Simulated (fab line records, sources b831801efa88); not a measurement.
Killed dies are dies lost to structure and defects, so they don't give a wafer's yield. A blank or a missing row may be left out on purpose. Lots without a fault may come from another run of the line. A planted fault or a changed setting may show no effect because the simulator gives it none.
Chamber matching | flow gf180mcu | GF_V2_CMP_26 on cmp-01: 4 sister chambers
The step polishes, stops on SiO2, t overpolish 15 s, target thk 0 nm. 16 wafers are shown with their chamber, then 8 later ones without.

WAFERS WITH THEIR CHAMBER
wafer  | chamber | motor_current_A (A) | time_to_endpoint_s (s) | overpolish_run_s (s)
L416.1 | 3       | 11.7                | 87                     | 14.986
L416.2 | 2       | 9.9                 | 90                     | 14.996
L416.3 | 1       | 10.5                | 89                     | 15.016
L427.2 | 1       | 9.8                 | 92                     | 15.011
L427.3 | 3       | 11.7                | 88                     | 14.982
L427.5 | 0       | 10.2                | 89                     | 15.009
L429.1 | 1       | 10.5                | 89                     | 15.017
L429.2 | 3       | 11.0                | 91                     | 15.014
L429.6 | 3       | 11.2                | 89                     | 14.999
L430.1 | 0       | 10.5                | 93                     | 14.984
L430.3 | 2       | 10.1                | 99                     | 14.993
L430.6 | 1       | 9.7                 | 93                     | 14.991
L431.1 | 3       | 12.0                | 94                     | 14.994
L431.3 | 2       | 9.9                 | 95                     | 14.999
L431.6 | 0       | 10.2                | 96                     | 14.985
L432.4 | 1       | 10.7                | 88                     | 15.005

SIGNATURES (means of the wafers above)
reading            | chamber 0 | chamber 1 | chamber 2 | chamber 3 | scatter within a chamber
motor_current_A    | 10.300    | 10.240    | 9.967     | 11.520    | 0.364
time_to_endpoint_s | 92.67     | 90.20     | 94.67     | 89.80     | 3.09
overpolish_run_s   | 14.99267  | 15.00800  | 14.99600  | 14.99500  | 0.0112
Rule: a wafer's distance from a chamber is the root of the sum, over the readings, of the square of ((its reading less the chamber's mean) divided by the reading's scatter). The wafer belongs to the nearest chamber; if the next one is less than 2 further off, it can't be placed. The scatter: the root of (the sum of the squares of (reading less its chamber's mean) over the shown wafers, divided by (wafers less chambers)).

WAFERS WITHOUT THEIR CHAMBER
wafer  | motor_current_A (A) | time_to_endpoint_s (s) | overpolish_run_s (s)
L432.5 | 9.9                 | 94                     | 14.995
L432.6 | 10.9                | 91                     | 15.003
L433.1 | 11.9                | 92                     | 14.996
L433.2 | 9.7                 | 92                     | 14.996
L433.6 | 9.5                 | 90                     | 15.005
L437.1 | 10.2                | 88                     | 14.988
L437.4 | 10.9                | 87                     | 14.997
L437.6 | 10.0                | 86                     | 15.002

WHICH CHAMBER EACH WENT THROUGH
wafer  | from the rows above               | in truth
L432.5 | can't be placed: 2 or 0 or 1      | 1
L432.6 | can't be placed: 1 or 3 or 0 or 2 | 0
L433.1 | 3                                 | 3
L433.2 | can't be placed: 2 or 0 or 1      | 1
L433.6 | can't be placed: 1 or 2 or 0      | 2
L437.1 | can't be placed: 0 or 1 or 2      | 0
L437.4 | can't be placed: 3 or 1 or 0 or 2 | 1
L437.6 | can't be placed: 1 or 0 or 2      | 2
Placed correctly: 1 of 8. Can't be placed from these rows: 7 (the true chamber is among the candidates in 7). Placed wrongly: 0.
